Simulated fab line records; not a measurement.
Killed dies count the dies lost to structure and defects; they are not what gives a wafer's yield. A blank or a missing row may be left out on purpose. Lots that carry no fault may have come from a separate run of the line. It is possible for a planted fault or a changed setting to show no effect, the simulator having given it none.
Which tool did it? ; flow sky130 ; 12 lots, 36 wafers sampled, at 4 steps of a route of 708

WHAT THE GAUGES READ, wafer by wafer
SKY_VIA2_RS_MEAS_22: uses a four-point probe to measure.
lot;measured;on;VIA2_W_RS (ohm/sq)
L142;day 36 05:19;film metro-04;0.2714 0.2724 0.2769
L143;day 36 13:14;film metro-04;0.2730 0.2740 0.2729
L144;day 36 20:20;film metro-03;0.2739 0.2725 0.2728
L145;day 37 07:29;film metro-01;0.2751 0.2763 0.2765
L146;day 37 19:09;film metro-01;0.2692 0.2726 0.2740
L147;day 37 21:11;film metro-01;0.2772 0.2756 0.2784
L148;day 38 07:43;film metro-04;0.2767 0.2765 0.2754
L149;day 38 15:23;film metro-01;0.2712 0.2746 0.2730
L150;day 38 16:34;film metro-04;0.2740 0.2778 0.2739
L151;day 39 13:49;film metro-01;0.2736 0.2732 0.2705
L155;day 40 13:25;film metro-04;0.2772 0.2726 0.2746
L159;day 41 16:48;film metro-01;0.2767 0.2731 0.2754

EACH LOT AND THE TOOL THAT RAN IT (in order: tool; ch and the chambers of the sampled wafers; start)
lot;SKY_METAL1_STRIP_20;SKY_VIA1_ETCH_15;SKY_METAL2_SPUTTER_01
L142;plasma asher-04 ch 0,1, day 32 16:50;rie diel-01 ch 0,1,2, day 33 20:38;pvd sputter-01, day 33 22:01
L143;plasma asher-03 ch 0, day 33 00:44;rie diel-04 ch 0,2,3, day 34 04:47;pvd sputter-01, day 34 06:04
L144;plasma asher-01 ch 0,1, day 33 08:37;rie diel-02 ch 0,3, day 34 12:16;pvd sputter-01, day 34 13:34
L145;plasma asher-04 ch 0,1, day 33 20:17;rie diel-01 ch 0,1,3, day 34 23:34;pvd sputter-01, day 35 00:54
L146;plasma asher-04 ch 0,1, day 34 07:49;rie diel-04 ch 0,1,3, day 35 11:31;pvd sputter-02, day 35 12:56
L147;plasma asher-03 ch 0,1, day 34 11:17;rie diel-02 ch 0,2,3, day 35 14:28;pvd sputter-01, day 35 15:53
L148;plasma asher-01 ch 0,1, day 34 21:37;rie diel-01 ch 0,1,3, day 36 00:22;pvd sputter-02, day 36 02:00
L149;plasma asher-01 ch 0,1, day 35 05:58;rie diel-02 ch 1,2,3, day 36 08:42;pvd sputter-02, day 36 10:01
L150;plasma asher-01 ch 0,1, day 35 07:10;rie diel-04 ch 0,1, day 36 10:23;pvd sputter-03, day 36 11:41
L151;plasma asher-03 ch 0,1, day 36 05:16;rie diel-02 ch 1,2,3, day 37 07:47;pvd sputter-02, day 37 09:05
L155;plasma asher-04 ch 0,1, day 37 05:19;rie diel-02 ch 0,3, day 38 07:47;pvd sputter-01, day 38 09:04
L159;plasma asher-03 ch 0,1, day 38 10:04;rie diel-04 ch 0,3, day 39 12:29;pvd sputter-01, day 39 13:47
- SKY_METAL1_STRIP_20: strips in O2/N2.
- SKY_VIA1_ETCH_15: etches SiO2 in C4F8/O2/Ar, stops on TiN, target depth 351 nm, time 54 s.
- SKY_METAL2_SPUTTER_01: material TiN, target thk 20 nm, time 16.7 s.

AS READ BY THE TOOLS THEMSELVES (means over the sampled wafers that have a number; for cases with no such wafer, the mark the record gives instead)
SKY_METAL1_STRIP_20.
lot;tool;drypump motor current A (A);oes product au (a.u.);strip time to endpoint s (s)
L142;plasma asher-04;6.07;0.344;2.76
L143;plasma asher-03;6.44;0.340;2.69
L144;plasma asher-01;5.89;0.344;2.72
L145;plasma asher-04;6.05;0.339;2.70
L146;plasma asher-04;6.15;0.346;2.76
L147;plasma asher-03;6.31;0.344;2.70
L148;plasma asher-01;5.88;0.341;2.68
L149;plasma asher-01;5.74;0.339;2.66
L150;plasma asher-01;5.73;0.345;2.70
L151;plasma asher-03;6.15;0.343;2.70
L155;plasma asher-04;6.16;0.346;2.68
L159;plasma asher-03;6.30;0.339;2.70

SKY_VIA1_ETCH_15.
lot;tool;oes product au (a.u.)
L142;rie diel-01;0.978
L143;rie diel-04;0.979
L144;rie diel-02;0.980
L145;rie diel-01;0.980
L146;rie diel-04;0.987
L147;rie diel-02;0.981
L148;rie diel-01;0.975
L149;rie diel-02;0.982
L150;rie diel-04;0.986
L151;rie diel-02;0.984
L155;rie diel-02;0.985
L159;rie diel-04;0.982

SKY_METAL2_SPUTTER_01.
lot;tool;throttle valve pct (%)
L142;pvd sputter-01;28.8
L143;pvd sputter-01;28.7
L144;pvd sputter-01;29.7
L145;pvd sputter-01;29.1
L146;pvd sputter-02;28.5
L147;pvd sputter-01;28.8
L148;pvd sputter-02;29.2
L149;pvd sputter-02;28.7
L150;pvd sputter-03;29.9
L151;pvd sputter-02;29.0
L155;pvd sputter-01;29.5
L159;pvd sputter-01;28.9

THE ANSWER, worked out from the rows above alone
Rule: what is usual is taken from the lots themselves. The widest of any qualifying gaps counts: lots, ordered by their means at a reading, are off when they make up no more than a third of the lots, leave a main group of 4 or more, and stand apart from it by 3 or more times the standard deviation of that group's means. If all means in a main group match to the digits the tables above print for the reading, that group is not used. A lot without any number at a reading at which 4 lots or more have one is off too. The other lots that the step has rows for count as sound. After the gauges, taken in route order, come the tools' own readings; for these a lot's mean is taken, as printed above. The first step at which some lot is off is used, and at that step the reading that is off furthest; a lot without a number counts as furthest.
Across all readings shown, no lot is off: no conclusion can be drawn from this.

WHAT THE SIMULATOR HAD INSERTED
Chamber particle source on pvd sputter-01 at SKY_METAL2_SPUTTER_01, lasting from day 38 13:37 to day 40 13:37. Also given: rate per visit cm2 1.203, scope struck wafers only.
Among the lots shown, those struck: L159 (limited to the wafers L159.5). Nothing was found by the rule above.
